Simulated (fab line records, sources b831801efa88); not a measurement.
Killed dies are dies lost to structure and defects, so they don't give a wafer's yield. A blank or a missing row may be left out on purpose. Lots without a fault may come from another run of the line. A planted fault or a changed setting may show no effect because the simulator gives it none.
One fault seen from 2 desks | flow gf180mcu | each desk has only its own numbers; what lay behind them comes last

THE METROLOGY DESK
What the gauges read, lot by lot, whatever tool the lot ran on: means of the sampled wafers that have a number. A lot is out of limits, marked OUT, if its mean lies more than 4 standard deviations from the usual mean; the brackets give that distance.
Columns: A = MVPSD_RS at GF_VT_IMPLANT_RS_MEAS_49, usual 1168 ohm/sq; B = DUAL_GATE_OXIDATION_00_THK at GF_DUAL_GATE_THK_MEAS_03, usual 11.01 nm; C = DUAL_GATE_OVL at GF_DUAL_GATE_OVL_MEAS_11, usual -0.5 nm
lot  | first seen here | A    | B     | C
L660 | day 8 13:10     | 1169 | 10.87 | -0.3
L664 | day 9 22:05     | 1165 | 11.03 | 0.4
L667 | day 10 15:31    | 1166 | 10.92 | -0.3
L671 | day 11 21:11    | 1170 | 10.85 | -0.2
L675 | day 12 23:15    | 1163 | 11.17 | 0.4
L677 | day 13 14:26    | 1169 | 11.06 | -0.1
This desk's finding: nothing out of limits on any of the 6 lots.

THE TOOL OWNER'S DESK: litho_track-04
The tool's own readings at GF_DUAL_GATE_DEVELOP_10 (develop time 60 s): means of the sampled wafers that have a number, for each lot that ran on this tool. A lot is out of limits, marked OUT, if its mean lies more than 4 standard deviations from the usual mean; the brackets give that distance.
Columns: A = developer_temp_C at GF_DUAL_GATE_DEVELOP_10, usual 23.00 C; B = exhaust_pa at GF_DUAL_GATE_DEVELOP_10, usual 44.6 Pa
lot  | first seen here | A                | B
L664 | day 10 17:58    | 23.80 (+8.0) OUT | 43.2
L667 | day 11 11:40    | 23.90 (+9.0) OUT | 45.8
L675 | day 13 21:23    | 22.98            | 46.7
This desk's finding: out of limits on L664, L667; first on L664, day 10 17:58 (developer_temp_C at GF_DUAL_GATE_DEVELOP_10). In limits: L675.

PUT TOGETHER
The tool owner's desk could have raised an alarm at day 10 17:58, on L664, L667.
The metrology desk saw nothing out of limits.
The metrology desk has L664, L667 on record, within its limits.
Of the lots named, all ran GF_DUAL_GATE_DEVELOP_10 on litho_track-04.

WHAT THE SIMULATOR HAD PUT IN
Process parameter drift: litho_track-04, from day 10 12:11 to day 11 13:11, at GF_DUAL_GATE_DEVELOP_10. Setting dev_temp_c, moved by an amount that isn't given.
Lots struck among those shown: L664, L667.
Hours from the fault's start to each desk's first reading out of limits: the tool owner's desk, 6.
